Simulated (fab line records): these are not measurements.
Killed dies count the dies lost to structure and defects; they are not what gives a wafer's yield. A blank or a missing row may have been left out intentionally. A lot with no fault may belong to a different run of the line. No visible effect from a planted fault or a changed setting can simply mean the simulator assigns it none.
fab line records + flow gf180mcu
record:
- lots: 14
- wafers: 42
- last_day: 34
route steps=602 shown VT_IMPLANT@107 CONTACT@290 M1@316
lots with no fault: from the same line, run without faults
start_h: hours from the record's opening day to when the first of the lot's shown wafers began + wait_h: hours elapsed since this lot's preceding step + " as in the row above + L1.1+2: a single row standing in for several wafers + - value missing, or start not given + * or withheld: withheld + < > ~ a bound
route shown NAME@n: names a module that has steps shown in the file, with the first one's number in the route + usual: mean/standard deviation taken from wafers without a fault + same: alike in all rows + chamber/n: place in a boat + sites: per-site readings + _std_site: standard deviation across them + _edge_site: outer sites' mean less inner sites' + radius_mm: for every site, how far away it sits from the centre of the wafer + mask NAME#n: copy n + behind: the most recent tool/chamber to have shaped the wafer + hold: why the lot was held/for how many hours/how that ended + device: names the non-switching transistor (n, p or np) + end of line: the same wafers' tests at the end of the route + a step without rows: its recipe alone + killed: not the wafer's yield, but the dies lost to structure and defects at the first sort + map: shows each die of a wafer: x if killed, . if not, _ if none is there
set.NAME: the run value of the setting; set.NAME@STEP: its run value at that earlier step + model.NAME: the simulator's own value behind a step, which no gauge read
route steps across a sampled set of lots; one table per step, one row per wafer
services: a tool's chamber out of use, with start hour (start_h, from the record's first day; less than 0 if before it), hours out, and reason
== steps ==
step: GF_VT_IMPLANT_DEVELOP_17
recipe:
- develop_time_s: 60
- dev_temp_c: 23
| lot.wafer  | tool           | chamber | start_h | wait_h |
|------------|----------------|---------|---------|--------|
| L617.3+5+6 | litho_track-01 | 0       | 125.53  | 0.1    |
| L618.1+3+4 | litho_track-01 | 0       | 132.23  | 0.1    |
| L619.2+3+6 | litho_track-01 | 0       | 138.25  | 0.1    |
| L620.2+3+5 | litho_track-03 | 0       | 144.93  | 0.1    |
| L621.4+5+6 | litho_track-03 | 0       | 152.63  | 0.1    |
| L623.1+3+5 | litho_track-01 | 0       | 166.83  | 0.1    |
| L625.3+5+6 | litho_track-01 | 0       | 176.48  | 0.1    |
| L627.1+2+5 | litho_track-02 | 0       | 191.35  | 0.1    |
| L628.1+4+5 | litho_track-01 | 0       | 197.33  | 0.1    |
| L629.3+4+6 | litho_track-02 | 0       | 201.15  | 0.1    |
| L632.4+5+6 | litho_track-02 | 0       | 221.92  | 0.1    |
| L634.1+4+5 | litho_track-02 | 0       | 234.75  | 0.1    |
| L638.2+5+6 | litho_track-01 | 0       | 260.45  | 0.1    |
| L640.2+5+6 | litho_track-03 | 0       | 275.03  | 0.1    |
step: GF_VT_IMPLANT_OVL_MEAS_18
usual:
- VT_IMPLANT_01_OVL: -0.5/1.3
| lot.wafer | tool       | chamber | start_h | wait_h | VT_IMPLANT_01_OVL[nm] |
|-----------|------------|---------|---------|--------|-----------------------|
| L617.3    | overlay-02 | -       | 125.64  | 0.1    | -0.6                  |
| L617.5    | "          | -       | "       | "      | -1.2                  |
| L617.6    | "          | -       | "       | "      | 0.8                   |
| L618.1    | overlay-01 | -       | 132.38  | 0.1    | 0.4                   |
| L618.3    | "          | -       | "       | "      | -1.6                  |
| L618.4    | "          | -       | "       | "      | 0.0                   |
| L619.2    | overlay-01 | -       | 138.38  | 0.1    | 2.4                   |
| L619.3    | "          | -       | "       | "      | 0.8                   |
| L619.6    | "          | -       | "       | "      | 2.6                   |
| L620.2    | overlay-01 | -       | 145.06  | 0.1    | -2.0                  |
| L620.3    | "          | -       | "       | "      | -1.7                  |
| L620.5    | "          | -       | "       | "      | 0.5                   |
| L621.4    | overlay-01 | -       | 152.72  | 0.1    | -0.4                  |
| L621.5    | "          | -       | "       | "      | -1.1                  |
| L621.6    | "          | -       | "       | "      | 0.0                   |
| L623.1    | overlay-01 | -       | 166.98  | 0.1    | 1.0                   |
| L623.3    | "          | -       | "       | "      | 0.5                   |
| L623.5    | "          | -       | "       | "      | -0.3                  |
| L625.3    | overlay-01 | -       | 176.59  | 0.1    | 0.8                   |
| L625.5    | "          | -       | "       | "      | -1.3                  |
| L625.6    | "          | -       | "       | "      | -0.3                  |
| L627.1    | overlay-02 | -       | 191.50  | 0.1    | -0.9                  |
| L627.2    | "          | -       | "       | "      | -0.4                  |
| L627.5    | "          | -       | "       | "      | -0.6                  |
| L628.1    | overlay-02 | -       | 197.48  | 0.1    | -2.4                  |
| L628.4    | "          | -       | "       | "      | -0.3                  |
| L628.5    | "          | -       | "       | "      | -1.6                  |
| L629.3    | overlay-01 | -       | 201.26  | 0.1    | 0.0                   |
| L629.4    | "          | -       | "       | "      | 0.0                   |
| L629.6    | "          | -       | "       | "      | 0.4                   |
| L632.4    | overlay-01 | -       | 222.01  | 0.1    | -                     |
| L632.5    | "          | -       | "       | "      | -                     |
| L632.6    | "          | -       | "       | "      | -                     |
| L634.1    | overlay-01 | -       | 234.90  | 0.1    | -                     |
| L634.4    | "          | -       | "       | "      | -                     |
| L634.5    | "          | -       | "       | "      | -                     |
| L638.2    | overlay-02 | -       | 260.58  | 0.1    | -1.1                  |
| L638.5    | "          | -       | "       | "      | -3.5                  |
| L638.6    | "          | -       | "       | "      | -3.1                  |
| L640.2    | overlay-02 | -       | 275.16  | 0.1    | -3.5                  |
| L640.5    | "          | -       | "       | "      | -3.2                  |
| L640.6    | "          | -       | "       | "      | -2.4                  |
step: GF_VT_IMPLANT_TW_MEAS_21
usual:
- VT_IMPLANT_2_TW: 1213/6.5
| lot.wafer | tool          | chamber | start_h | wait_h | VT_IMPLANT_2_TW |
|-----------|---------------|---------|---------|--------|-----------------|
| L617.3    | film_metro-04 | -       | 125.93  | 0.1    | 1214            |
| L617.5    | "             | -       | "       | "      | 1211            |
| L617.6    | "             | -       | "       | "      | 1209            |
| L618.1    | film_metro-04 | -       | 132.66  | 0.1    | 1213            |
| L618.3    | "             | -       | "       | "      | 1217            |
| L618.4    | "             | -       | "       | "      | 1214            |
| L619.2    | film_metro-04 | -       | 138.67  | 0.1    | 1210            |
| L619.3    | "             | -       | "       | "      | 1209            |
| L619.6    | "             | -       | "       | "      | 1207            |
| L620.2    | film_metro-04 | -       | 145.35  | 0.1    | 1227            |
| L620.3    | "             | -       | "       | "      | 1219            |
| L620.5    | "             | -       | "       | "      | 1224            |
| L621.4    | film_metro-04 | -       | 153.02  | 0.1    | 1229            |
| L621.5    | "             | -       | "       | "      | 1219            |
| L621.6    | "             | -       | "       | "      | 1220            |
| L623.1    | film_metro-02 | -       | 167.26  | 0.1    | 1205            |
| L623.3    | "             | -       | "       | "      | 1204            |
| L623.5    | "             | -       | "       | "      | 1209            |
| L625.3    | film_metro-02 | -       | 176.88  | 0.1    | 1219            |
| L625.5    | "             | -       | "       | "      | 1212            |
| L625.6    | "             | -       | "       | "      | 1209            |
| L627.1    | film_metro-03 | -       | 191.78  | 0.1    | 1220            |
| L627.2    | "             | -       | "       | "      | 1220            |
| L627.5    | "             | -       | "       | "      | 1218            |
| L628.1    | film_metro-02 | -       | 197.76  | 0.1    | 1216            |
| L628.4    | "             | -       | "       | "      | 1208            |
| L628.5    | "             | -       | "       | "      | 1213            |
| L629.3    | film_metro-03 | -       | 201.55  | 0.1    | 1209            |
| L629.4    | "             | -       | "       | "      | 1208            |
| L629.6    | "             | -       | "       | "      | 1211            |
| L632.4    | film_metro-02 | -       | 222.31  | 0.1    | 30              |
| L632.5    | "             | -       | "       | "      | 30              |
| L632.6    | "             | -       | "       | "      | 30              |
| L634.1    | film_metro-04 | -       | 235.19  | 0.1    | 30              |
| L634.4    | "             | -       | "       | "      | 30              |
| L634.5    | "             | -       | "       | "      | 30              |
| L638.2    | film_metro-03 | -       | 260.87  | 0.1    | 1218            |
| L638.5    | "             | -       | "       | "      | 1213            |
| L638.6    | "             | -       | "       | "      | 1223            |
| L640.2    | film_metro-03 | -       | 275.45  | 0.1    | 1227            |
| L640.5    | "             | -       | "       | "      | 1216            |
| L640.6    | "             | -       | "       | "      | 1216            |
step: GF_CONTACT_THK_MEAS_03
recipe:
- reads: SiO2_of_CONTACT_CVD_02
usual:
- CONTACT_CVD_02_THK: 861/14
| lot.wafer | tool          | chamber | start_h | wait_h | CONTACT_CVD_02_THK[nm] |
|-----------|---------------|---------|---------|--------|------------------------|
| L617.3    | film_metro-01 | -       | 338.98  | 0.1    | 849                    |
| L617.5    | "             | -       | "       | "      | 862                    |
| L617.6    | "             | -       | "       | "      | 849                    |
| L618.1    | film_metro-01 | -       | 352.42  | 0.0    | 850                    |
| L618.3    | "             | -       | "       | "      | 854                    |
| L618.4    | "             | -       | "       | "      | 864                    |
| L619.2    | film_metro-02 | -       | 357.03  | 0.0    | 847                    |
| L619.3    | "             | -       | "       | "      | 860                    |
| L619.6    | "             | -       | "       | "      | 873                    |
| L620.2    | film_metro-04 | -       | 367.24  | 0.0    | 856                    |
| L620.3    | "             | -       | "       | "      | 854                    |
| L620.5    | "             | -       | "       | "      | 855                    |
| L621.4    | film_metro-02 | -       | 382.56  | 0.0    | 866                    |
| L621.5    | "             | -       | "       | "      | 855                    |
| L621.6    | "             | -       | "       | "      | 870                    |
| L623.1    | film_metro-04 | -       | 396.49  | 0.0    | 819                    |
| L623.3    | "             | -       | "       | "      | 840                    |
| L623.5    | "             | -       | "       | "      | 862                    |
| L625.3    | film_metro-04 | -       | 411.20  | 0.1    | 864                    |
| L625.5    | "             | -       | "       | "      | 879                    |
| L625.6    | "             | -       | "       | "      | 887                    |
| L627.1    | film_metro-02 | -       | 432.36  | 0.1    | 850                    |
| L627.2    | "             | -       | "       | "      | 862                    |
| L627.5    | "             | -       | "       | "      | 882                    |
| L628.1    | film_metro-01 | -       | 447.12  | 0.1    | 864                    |
| L628.4    | "             | -       | "       | "      | 886                    |
| L628.5    | "             | -       | "       | "      | 880                    |
| L629.3    | film_metro-02 | -       | 448.73  | 0.1    | 864                    |
| L629.4    | "             | -       | "       | "      | 881                    |
| L629.6    | "             | -       | "       | "      | 857                    |
| L638.2    | film_metro-04 | -       | 521.23  | 0.0    | 849                    |
| L638.5    | "             | -       | "       | "      | 871                    |
| L638.6    | "             | -       | "       | "      | 870                    |
| L640.2    | film_metro-01 | -       | 539.23  | 0.0    | 848                    |
| L640.5    | "             | -       | "       | "      | 867                    |
| L640.6    | "             | -       | "       | "      | 860                    |
step: GF_M1_SPUTTER_01
recipe:
- material: TiN
- target_thk_nm: 30
- power_w: 6500
- time_s: 25
- chamber_pressure_pa: 0.4
usual:
- throttle_valve_pct: 29.8/0.77
| lot.wafer | tool           | chamber | start_h | wait_h | throttle_valve_pct |
|-----------|----------------|---------|---------|--------|--------------------|
| L617.3    | pvd_sputter-01 | -       | 362.77  | 0.1    | 30.0               |
| L617.5    | "              | -       | "       | "      | 30.1               |
| L617.6    | "              | -       | "       | "      | 28.9               |
| L618.1    | pvd_sputter-03 | -       | 376.41  | 0.1    | 30.7               |
| L618.3    | "              | -       | "       | "      | 29.4               |
| L618.4    | "              | -       | "       | "      | 30.3               |
| L619.2    | pvd_sputter-01 | -       | 380.80  | 0.1    | 28.9               |
| L619.3    | "              | -       | "       | "      | 30.7               |
| L619.6    | "              | -       | "       | "      | 28.8               |
| L620.2    | pvd_sputter-04 | -       | 392.23  | 0.1    | 29.9               |
| L620.3    | "              | -       | "       | "      | 28.7               |
| L620.5    | "              | -       | "       | "      | 28.6               |
| L621.4    | pvd_sputter-03 | -       | 408.03  | 0.0    | 30.3               |
| L621.5    | "              | -       | "       | "      | 30.7               |
| L621.6    | "              | -       | "       | "      | 29.4               |
| L623.1    | pvd_sputter-03 | -       | 422.60  | 0.1    | 30.8               |
| L623.3    | "              | -       | "       | "      | 29.5               |
| L623.5    | "              | -       | "       | "      | 29.4               |
| L625.3    | pvd_sputter-03 | -       | 438.04  | 0.1    | 29.2               |
| L625.5    | "              | -       | "       | "      | 29.7               |
| L625.6    | "              | -       | "       | "      | 29.2               |
| L627.1    | pvd_sputter-01 | -       | 458.45  | 0.1    | 30.0               |
| L627.2    | "              | -       | "       | "      | 29.0               |
| L627.5    | "              | -       | "       | "      | 28.7               |
| L628.1    | pvd_sputter-01 | -       | 473.65  | 0.1    | 30.1               |
| L628.4    | "              | -       | "       | "      | 29.0               |
| L628.5    | "              | -       | "       | "      | 30.8               |
| L629.3    | pvd_sputter-04 | -       | 474.92  | 0.1    | 30.9               |
| L629.4    | "              | -       | "       | "      | 30.3               |
| L629.6    | "              | -       | "       | "      | 29.7               |
| L638.2    | pvd_sputter-04 | -       | 546.03  | 0.1    | 28.6               |
| L638.5    | "              | -       | "       | "      | 30.7               |
| L638.6    | "              | -       | "       | "      | 29.9               |
| L640.2    | pvd_sputter-03 | -       | 563.76  | 0.1    | 29.3               |
| L640.5    | "              | -       | "       | "      | 29.1               |
| L640.6    | "              | -       | "       | "      | 29.1               |
step: GF_M1_RS_MEAS_05
recipe:
- thk_meas_gauge: four-point-probe
- reads: TiN_of_M1_SPUTTER_04+Ti_of_M1_SPUTTER_03+AlCu_of_M1_SPUTTER_02+TiN_of_M1_SPUTTER_01+Ti_of_M1_SPUTTER_00
usual:
- M1_ALCU_RS: 0.0693/0.00074
| lot.wafer | tool          | chamber | start_h | wait_h | M1_ALCU_RS[ohm/sq] |
|-----------|---------------|---------|---------|--------|--------------------|
| L617.3    | film_metro-03 | -       | 362.93  | 0.1    | 0.0690             |
| L617.5    | "             | -       | "       | "      | 0.0689             |
| L617.6    | "             | -       | "       | "      | 0.0704             |
| L618.1    | film_metro-03 | -       | 376.53  | 0.0    | 0.0701             |
| L618.3    | "             | -       | "       | "      | 0.0694             |
| L618.4    | "             | -       | "       | "      | 0.0692             |
| L619.2    | film_metro-04 | -       | 380.94  | 0.0    | 0.0683             |
| L619.3    | "             | -       | "       | "      | 0.0698             |
| L619.6    | "             | -       | "       | "      | 0.0688             |
| L620.2    | film_metro-04 | -       | 392.37  | 0.0    | 0.0687             |
| L620.3    | "             | -       | "       | "      | 0.0687             |
| L620.5    | "             | -       | "       | "      | 0.0682             |
| L621.4    | film_metro-03 | -       | 408.21  | 0.1    | 0.0694             |
| L621.5    | "             | -       | "       | "      | 0.0702             |
| L621.6    | "             | -       | "       | "      | 0.0694             |
| L623.1    | film_metro-04 | -       | 422.72  | 0.0    | 0.0693             |
| L623.3    | "             | -       | "       | "      | 0.0687             |
| L623.5    | "             | -       | "       | "      | 0.0691             |
| L625.3    | film_metro-02 | -       | 438.20  | 0.1    | 0.0682             |
| L625.5    | "             | -       | "       | "      | 0.0689             |
| L625.6    | "             | -       | "       | "      | 0.0687             |
| L627.1    | film_metro-03 | -       | 458.57  | 0.0    | 0.0686             |
| L627.2    | "             | -       | "       | "      | 0.0684             |
| L627.5    | "             | -       | "       | "      | 0.0689             |
| L628.1    | film_metro-03 | -       | 473.77  | 0.0    | 0.0694             |
| L628.4    | "             | -       | "       | "      | 0.0706             |
| L628.5    | "             | -       | "       | "      | 0.0689             |
| L629.3    | film_metro-02 | -       | 475.08  | 0.1    | 0.0697             |
| L629.4    | "             | -       | "       | "      | 0.0701             |
| L629.6    | "             | -       | "       | "      | 0.0695             |
| L638.2    | film_metro-03 | -       | 546.17  | 0.0    | 0.0685             |
| L638.5    | "             | -       | "       | "      | 0.0692             |
| L638.6    | "             | -       | "       | "      | 0.0690             |
| L640.2    | film_metro-04 | -       | 563.90  | 0.0    | 0.0695             |
| L640.5    | "             | -       | "       | "      | 0.0682             |
| L640.6    | "             | -       | "       | "      | 0.0697             |
== services ==
| tool           | chamber | start_h | hours | kind                      |
|----------------|---------|---------|-------|---------------------------|
| pvd_sputter-03 | -       | 112.50  | 3.5   | repair                    |
| pvd_sputter-01 | -       | 113.24  | 2.7   | repair                    |
| pvd_sputter-04 | -       | 128.81  | 1.2   | repair                    |
| pvd_sputter-03 | -       | 136.38  | 2.6   | repair                    |
| pvd_sputter-01 | -       | 157.71  | 5.9   | repair                    |
| pvd_sputter-04 | -       | 170.50  | 1.0   | repair                    |
| pvd_sputter-03 | 0       | 176.24  | -     | consumable_replace:kit    |
| pvd_sputter-03 | 0       | 176.24  | 18.0  | scheduled_down            |
| pvd_sputter-03 | 0       | 176.24  | 18.0  | vent_cycle                |
| pvd_sputter-04 | -       | 221.18  | 1.2   | repair                    |
| pvd_sputter-01 | 1       | 272.91  | -     | consumable_replace:kit    |
| pvd_sputter-01 | 1       | 272.91  | 18.0  | scheduled_down            |
| pvd_sputter-01 | 1       | 272.91  | 18.0  | vent_cycle                |
| pvd_sputter-01 | -       | 275.20  | 2.8   | repair                    |
| pvd_sputter-04 | -       | 313.74  | 1.2   | repair                    |
| pvd_sputter-04 | -       | 372.11  | 2.6   | repair                    |
| pvd_sputter-03 | 3       | 405.51  | -     | consumable_replace:kit    |
| pvd_sputter-03 | 3       | 405.51  | 18.0  | scheduled_down            |
| pvd_sputter-03 | 3       | 405.51  | 18.0  | vent_cycle                |
| litho_track-01 | -       | 428.23  | -     | consumable_replace:filter |
| pvd_sputter-01 | 0       | 443.48  | -     | consumable_replace:kit    |
| pvd_sputter-01 | 0       | 443.48  | 18.0  | scheduled_down            |
| pvd_sputter-03 | -       | 467.82  | 54.3  | repair                    |
| pvd_sputter-03 | -       | 482.85  | 2.1   | repair                    |
== key ==
first_sign:
- step: GF_VT_IMPLANT_OVL_MEAS_18
- reading: VT_IMPLANT_01_OVL
- direction: missing
effect:
- step: GF_VT_IMPLANT_TW_MEAS_21
- reading: VT_IMPLANT_2_TW
- direction: down
- sigmas: 99+
- usual: 1213
- struck: 30
met_at GF_VT_IMPLANT_DEVELOP_17
struck_lots L632,L634
later_rows_left_out L632.4,L632.5,L632.6,L634.1,L634.4,L634.5
sort_left_out L632.4,L632.5,L632.6,L634.1,L634.4,L634.5
tester_left_out L632,L634
not_acting_at GF_CONTACT_THK_MEAS_03,GF_M1_SPUTTER_01,GF_M1_RS_MEAS_05
onset_between 201.15 221.92
fault:
- kind: process_parameter_drift
- tool: litho_track-02
- chamber: -
- onset_h: 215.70
- steps: GF_VT_IMPLANT_DEVELOP_17
- channel: develop_time_s
- offset: *
- shape: step
- end_h: 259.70
- acts_in: *
- stated: *
tester_left_out: of these lots the tester's yield and bins aren't shown, on N5 and GAA mostly nor the transistor test; their killed dies are dies lost to structure and defects alone, not to doping, threshold or leakage, so they don't give the yield
sort_left_out: the simulated sort isn't trusted on such a fault, so these wafers' sort isn't shown, and their yield isn't known
later_rows_left_out: the simulator's readings of these wafers behind a module that went badly wrong aren't trusted and aren't shown, but for the sort
